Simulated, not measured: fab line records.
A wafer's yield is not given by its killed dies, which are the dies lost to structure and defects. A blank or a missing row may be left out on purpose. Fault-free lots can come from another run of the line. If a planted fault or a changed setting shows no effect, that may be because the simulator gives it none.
What tool caused it?	flow gf180mcu	Sampling: 6 lots, 18 wafers, 2 of 602 route steps

## WHAT THE GAUGES READ, wafer by wafer
GF_V2_CD_MEAS_14: the cd target is 260 nm.
lot	measured	on	cd_nm (nm)
L947	day 20 16:33	cd_sem-02	261.3 260.9 261.1
L949	day 21 16:47	cd_sem-01	261.9 262.1 262.0
L952	day 22 20:26	cd_sem-02	259.6 259.9 259.3
L959	day 25 10:17	cd_sem-01	259.3 259.6 259.7
L965	day 27 01:08	cd_sem-01	261.1 259.9 260.2
L968	day 27 22:54	cd_sem-01	258.1 258.7 257.9

## WHICH TOOL RAN EACH LOT (tool, then ch and the chambers of the sampled wafers, then the start)
lot	GF_M2_SPUTTER_00
L947	pvd_sputter-04, day 18 16:15
L949	pvd_sputter-02, day 19 15:23
L952	pvd_sputter-04, day 20 19:24
L959	pvd_sputter-04, day 23 13:00
L965	pvd_sputter-02, day 25 06:07
L968	pvd_sputter-04, day 26 05:08
- GF_M2_SPUTTER_00: material Ti, target thk 37.5 nm, time 150 s.

## THE ANSWER, worked out from the rows above alone
Rule: the usual values come from the lots themselves. The widest of any qualifying gaps counts: lots, ordered by their means at a reading, are off when they make up no more than a third of the lots, leave a main group of 4 or more, and stand apart from it by 3 or more times the standard deviation of that group's means. If all means in a main group match to the digits the tables above print for the reading, that group is not used. A lot without any number at a reading at which 4 lots or more have one is off too. All remaining lots with rows at the step are treated as sound.
None of the lots is off at any reading shown; this tells nothing.

## WHAT WAS PUT IN BY THE SIMULATOR
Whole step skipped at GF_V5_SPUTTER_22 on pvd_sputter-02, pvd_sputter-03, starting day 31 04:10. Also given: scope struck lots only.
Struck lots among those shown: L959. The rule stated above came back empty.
